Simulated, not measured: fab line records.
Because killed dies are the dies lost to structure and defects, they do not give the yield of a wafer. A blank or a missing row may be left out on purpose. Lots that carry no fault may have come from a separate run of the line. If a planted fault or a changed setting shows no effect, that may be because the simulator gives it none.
Which of the tools did it? / flow gf180mcu / 33 wafers from 11 lots sampled at 6 of the route's 602 steps

WHAT THE GAUGES READ, wafer by wafer
GF_HV_LDD_TW_MEAS_38.
lot=L519; measured=day 12 02:05; on=film metro-02; HV_LDD_3_TW=1526 1528 1524
lot=L523; measured=day 13 09:34; on=film metro-02; HV_LDD_3_TW=1434 1419 1428
lot=L525; measured=day 14 04:17; on=film metro-01; HV_LDD_3_TW=1540 1533 1535
lot=L528; measured=day 15 00:42; on=film metro-02; HV_LDD_3_TW=1532 1551 1537
lot=L529; measured=day 15 13:13; on=film metro-01; HV_LDD_3_TW=1424 1425 1431
lot=L530; measured=day 15 13:32; on=film metro-01; HV_LDD_3_TW=1426 1424 1427
lot=L532; measured=day 17 03:31; on=film metro-04; HV_LDD_3_TW=1451 1441 1451
lot=L534; measured=day 17 04:46; on=film metro-04; HV_LDD_3_TW=1453 1451 1454
lot=L535; measured=day 17 09:10; on=film metro-04; HV_LDD_3_TW=1463 1459 1456
lot=L538; measured=day 18 16:42; on=film metro-04; HV_LDD_3_TW=1443 1457 1445
lot=L539; measured=day 19 05:31; on=film metro-01; HV_LDD_3_TW=1444 1445 1431

GF_HV_LDD_RS_MEAS_53: measurement is done with a four-point probe.
lot=L519; measured=day 12 21:32; on=film metro-04; HV_LDD_RS (ohm/sq)=401.6 402.5 401.5
lot=L523; measured=day 14 06:44; on=film metro-02; HV_LDD_RS (ohm/sq)=419.5 418.5 418.7
lot=L525; measured=day 15 01:08; on=film metro-02; HV_LDD_RS (ohm/sq)=401.2 399.8 400.7
lot=L528; measured=day 15 21:44; on=film metro-04; HV_LDD_RS (ohm/sq)=399.5 401.6 400.1
lot=L529; measured=day 16 11:32; on=film metro-01; HV_LDD_RS (ohm/sq)=417.6 417.3 416.5
lot=L530; measured=day 16 11:53; on=film metro-02; HV_LDD_RS (ohm/sq)=418.2 418.3 418.7
lot=L532; measured=day 18 03:38; on=film metro-04; HV_LDD_RS (ohm/sq)=419.7 419.8 419.4
lot=L534; measured=day 18 04:33; on=film metro-04; HV_LDD_RS (ohm/sq)=420.0 418.3 418.8
lot=L535; measured=day 18 09:19; on=film metro-04; HV_LDD_RS (ohm/sq)=418.3 419.0 419.0
lot=L538; measured=day 19 17:38; on=film metro-02; HV_LDD_RS (ohm/sq)=417.6 419.4 418.0
lot=L539; measured=day 20 06:21; on=film metro-02; HV_LDD_RS (ohm/sq)=418.6 418.1 418.3

GF_NSD_TW_MEAS_12.
lot=L519; measured=day 13 22:07; on=film metro-04; NSD_TW=4293 4273 4312
lot=L523; measured=day 15 07:06; on=film metro-01; NSD_TW=4208 4246 4222
lot=L525; measured=day 16 02:54; on=film metro-04; NSD_TW=4271 4312 4305
lot=L528; measured=day 17 00:19; on=film metro-03; NSD_TW=4267 4257 4253
lot=L529; measured=day 17 14:12; on=film metro-04; NSD_TW=4281 4314 4308
lot=L530; measured=day 17 15:07; on=film metro-03; NSD_TW=4277 4291 4269
lot=L532; measured=day 19 08:31; on=film metro-01; NSD_TW=4251 4265 4254
lot=L534; measured=day 19 09:23; on=film metro-04; NSD_TW=4289 4294 4279
lot=L535; measured=day 19 12:55; on=film metro-04; NSD_TW=4300 4312 4319
lot=L538; measured=day 20 22:03; on=film metro-03; NSD_TW=4297 4304 4292
lot=L539; measured=day 21 10:01; on=film metro-03; NSD_TW=4257 4255 4243

EACH LOT AND THE TOOL THAT RAN IT (in order: tool; ch and the chambers of the sampled wafers; start)
lot=L519; GF_POLY_GATE_ETCH_12=rie diel-02 ch 0,2,3, day 9 15:25; GF_HV_LDD_STRIP_22=plasma asher-03 ch 0,1, day 11 06:04; GF_HV_LDD_IMPLANT_33=implanter-02 ch 0, day 12 01:04
lot=L523; GF_POLY_GATE_ETCH_12=rie diel-03 ch 0,1,2, day 10 18:13; GF_HV_LDD_STRIP_22=plasma asher-03 ch 0,1, day 12 13:04; GF_HV_LDD_IMPLANT_33=implanter-01 ch 0, day 13 08:52
lot=L525; GF_POLY_GATE_ETCH_12=rie diel-02 ch 2,3, day 11 12:46; GF_HV_LDD_STRIP_22=plasma asher-04 ch 0,1, day 13 06:19; GF_HV_LDD_IMPLANT_33=implanter-02 ch 0, day 14 03:04
lot=L528; GF_POLY_GATE_ETCH_12=rie diel-02 ch 1,2, day 12 07:31; GF_HV_LDD_STRIP_22=plasma asher-03 ch 0,1, day 14 02:57; GF_HV_LDD_IMPLANT_33=implanter-03 ch 0, day 14 23:43
lot=L529; GF_POLY_GATE_ETCH_12=rie diel-03 ch 0,2,3, day 12 18:52; GF_HV_LDD_STRIP_22=plasma asher-04 ch 0,1, day 14 14:46; GF_HV_LDD_IMPLANT_33=implanter-03 ch 0, day 15 12:31
lot=L530; GF_POLY_GATE_ETCH_12=rie diel-02 ch 0,1, day 12 19:13; GF_HV_LDD_STRIP_22=plasma asher-02 ch 0,1, day 14 14:55; GF_HV_LDD_IMPLANT_33=implanter-01 ch 0, day 15 12:52
lot=L532; GF_POLY_GATE_ETCH_12=rie diel-03 ch 0,3, day 14 05:55; GF_HV_LDD_STRIP_22=plasma asher-04 ch 0,1, day 16 03:53; GF_HV_LDD_IMPLANT_33=implanter-01 ch 0, day 17 02:51
lot=L534; GF_POLY_GATE_ETCH_12=rie diel-02 ch 0,1, day 14 07:22; GF_HV_LDD_STRIP_22=plasma asher-02 ch 0,1, day 16 04:43; GF_HV_LDD_IMPLANT_33=implanter-02 ch 0, day 17 04:05
lot=L535; GF_POLY_GATE_ETCH_12=rie diel-01 ch 0,1,3, day 14 10:07; GF_HV_LDD_STRIP_22=plasma asher-03 ch 0,1, day 16 09:21; GF_HV_LDD_IMPLANT_33=implanter-02 ch 0, day 17 08:29
lot=L538; GF_POLY_GATE_ETCH_12=rie diel-02 ch 0,2,3, day 15 16:39; GF_HV_LDD_STRIP_22=plasma asher-02 ch 0,1, day 17 16:57; GF_HV_LDD_IMPLANT_33=implanter-02 ch 0, day 18 16:00
lot=L539; GF_POLY_GATE_ETCH_12=rie diel-02 ch 0,1,3, day 16 04:03; GF_HV_LDD_STRIP_22=plasma asher-03 ch 0,1, day 18 04:34; GF_HV_LDD_IMPLANT_33=implanter-02 ch 0, day 19 04:50
- GF_POLY_GATE_ETCH_12: etches BARC in N2/H2.
- GF_HV_LDD_STRIP_22: strips in O2/N2.
- GF_HV_LDD_IMPLANT_33

WHAT THE TOOLS THEMSELVES READ (means of the sampled wafers that have a number; where no wafer has one, the mark that the record gives instead)
GF_POLY_GATE_ETCH_12.
lot=L519; tool=rie diel-02; drypump motor current A (A)=5.3; n2 flow sccm (sccm)=100.13; oes product au (a.u.)=0.734; throttle valve pct (%)=13.223
lot=L523; tool=rie diel-03; drypump motor current A (A)=6.0; n2 flow sccm (sccm)=100.08; oes product au (a.u.)=0.734; throttle valve pct (%)=13.214
lot=L525; tool=rie diel-02; drypump motor current A (A)=5.1; n2 flow sccm (sccm)=99.95; oes product au (a.u.)=0.736; throttle valve pct (%)=13.211
lot=L528; tool=rie diel-02; drypump motor current A (A)=5.4; n2 flow sccm (sccm)=99.84; oes product au (a.u.)=0.732; throttle valve pct (%)=13.206
lot=L529; tool=rie diel-03; drypump motor current A (A)=5.8; n2 flow sccm (sccm)=99.77; oes product au (a.u.)=0.734; throttle valve pct (%)=13.208
lot=L530; tool=rie diel-02; drypump motor current A (A)=5.8; n2 flow sccm (sccm)=100.37; oes product au (a.u.)=0.732; throttle valve pct (%)=13.215
lot=L532; tool=rie diel-03; drypump motor current A (A)=5.3; n2 flow sccm (sccm)=100.01; oes product au (a.u.)=0.738; throttle valve pct (%)=13.209
lot=L534; tool=rie diel-02; drypump motor current A (A)=5.7; n2 flow sccm (sccm)=100.15; oes product au (a.u.)=0.734; throttle valve pct (%)=13.220
lot=L535; tool=rie diel-01; drypump motor current A (A)=5.7; n2 flow sccm (sccm)=99.75; oes product au (a.u.)=0.732; throttle valve pct (%)=13.207
lot=L538; tool=rie diel-02; drypump motor current A (A)=5.3; n2 flow sccm (sccm)=100.10; oes product au (a.u.)=0.741; throttle valve pct (%)=13.215
lot=L539; tool=rie diel-02; drypump motor current A (A)=5.4; n2 flow sccm (sccm)=100.04; oes product au (a.u.)=0.737; throttle valve pct (%)=13.206

GF_HV_LDD_STRIP_22.
lot=L519; tool=plasma asher-03; drypump motor current A (A)=5.6; heater power w (W)=316; n2 flow sccm (sccm)=298.5; oes product au (a.u.)=0.714; strip time to endpoint s (s)=12.65
lot=L523; tool=plasma asher-03; drypump motor current A (A)=5.6; heater power w (W)=311; n2 flow sccm (sccm)=300.6; oes product au (a.u.)=0.718; strip time to endpoint s (s)=12.68
lot=L525; tool=plasma asher-04; drypump motor current A (A)=5.9; heater power w (W)=332; n2 flow sccm (sccm)=299.4; oes product au (a.u.)=0.713; strip time to endpoint s (s)=12.63
lot=L528; tool=plasma asher-03; drypump motor current A (A)=5.6; heater power w (W)=314; n2 flow sccm (sccm)=299.5; oes product au (a.u.)=0.711; strip time to endpoint s (s)=12.67
lot=L529; tool=plasma asher-04; drypump motor current A (A)=5.9; heater power w (W)=331; n2 flow sccm (sccm)=300.1; oes product au (a.u.)=0.716; strip time to endpoint s (s)=12.66
lot=L530; tool=plasma asher-02; drypump motor current A (A)=5.6; heater power w (W)=318; n2 flow sccm (sccm)=300.1; oes product au (a.u.)=0.717; strip time to endpoint s (s)=12.65
lot=L532; tool=plasma asher-04; drypump motor current A (A)=5.9; heater power w (W)=334; n2 flow sccm (sccm)=299.7; oes product au (a.u.)=0.717; strip time to endpoint s (s)=12.64
lot=L534; tool=plasma asher-02; drypump motor current A (A)=5.6; heater power w (W)=320; n2 flow sccm (sccm)=300.7; oes product au (a.u.)=0.713; strip time to endpoint s (s)=12.67
lot=L535; tool=plasma asher-03; drypump motor current A (A)=5.6; heater power w (W)=316; n2 flow sccm (sccm)=300.3; oes product au (a.u.)=0.715; strip time to endpoint s (s)=12.63
lot=L538; tool=plasma asher-02; drypump motor current A (A)=5.6; heater power w (W)=298; n2 flow sccm (sccm)=300.5; oes product au (a.u.)=0.720; strip time to endpoint s (s)=12.66
lot=L539; tool=plasma asher-03; drypump motor current A (A)=5.6; heater power w (W)=314; n2 flow sccm (sccm)=300.0; oes product au (a.u.)=0.716; strip time to endpoint s (s)=12.63

GF_HV_LDD_IMPLANT_33.
lot=L519; tool=implanter-02; beam energy keV=59.992; dose ions cm2=7.5e+12; rotation deg (degrees)=-0.011
lot=L523; tool=implanter-01; beam energy keV=60.008; dose ions cm2=7.5e+12; rotation deg (degrees)=-0.015
lot=L525; tool=implanter-02; beam energy keV=60.004; dose ions cm2=7.5e+12; rotation deg (degrees)=0.006
lot=L528; tool=implanter-03; beam energy keV=60.014; dose ions cm2=7.5e+12; rotation deg (degrees)=-0.012
lot=L529; tool=implanter-03; beam energy keV=59.997; dose ions cm2=7.5e+12; rotation deg (degrees)=-0.009
lot=L530; tool=implanter-01; beam energy keV=60.003; dose ions cm2=7.5e+12; rotation deg (degrees)=0.017
lot=L532; tool=implanter-01; beam energy keV=59.996; dose ions cm2=7.5e+12; rotation deg (degrees)=0.003
lot=L534; tool=implanter-02; beam energy keV=59.979; dose ions cm2=7.5e+12; rotation deg (degrees)=0.010
lot=L535; tool=implanter-02; beam energy keV=60.001; dose ions cm2=7.5e+12; rotation deg (degrees)=-0.016
lot=L538; tool=implanter-02; beam energy keV=60.012; dose ions cm2=7.5e+12; rotation deg (degrees)=-0.009
lot=L539; tool=implanter-02; beam energy keV=60.011; dose ions cm2=7.5e+12; rotation deg (degrees)=0.014

THE ANSWER, worked out from the rows above alone
Rule: what is usual is taken from the lots themselves. Put in order of their means at a reading, lots are off if they are a third of the lots or fewer, leave a main group of 4 or more, and stand apart from it by a gap of 3 or more times the standard deviation of the main group's means; of several such gaps the widest counts. Not used: any main group whose means are identical at the precision the tables above print for the reading. A lot without any number at a reading at which 4 lots or more have one is off too. Any other lot the step has rows for is counted as sound. First the gauges in route order, then the tools' own readings, where a lot's mean is used as printed above. The first step at which some lot is off is used, and at that step the reading that is off furthest; a lot without a number counts as furthest.
Off: L519, L525, L528, seen at GF_HV_LDD_TW_MEAS_38 (HV_LDD_3_TW). The main group: mean 1441, standard deviation 12.
A tool fits if, at a process step before that reading, it ran every lot that is off, and no sound lot after the first of them. Those tools and the gauges at GF_HV_LDD_TW_MEAS_38 are tried in the same way. Of those tried, none fits.

WHAT THE SIMULATOR HAD PUT IN
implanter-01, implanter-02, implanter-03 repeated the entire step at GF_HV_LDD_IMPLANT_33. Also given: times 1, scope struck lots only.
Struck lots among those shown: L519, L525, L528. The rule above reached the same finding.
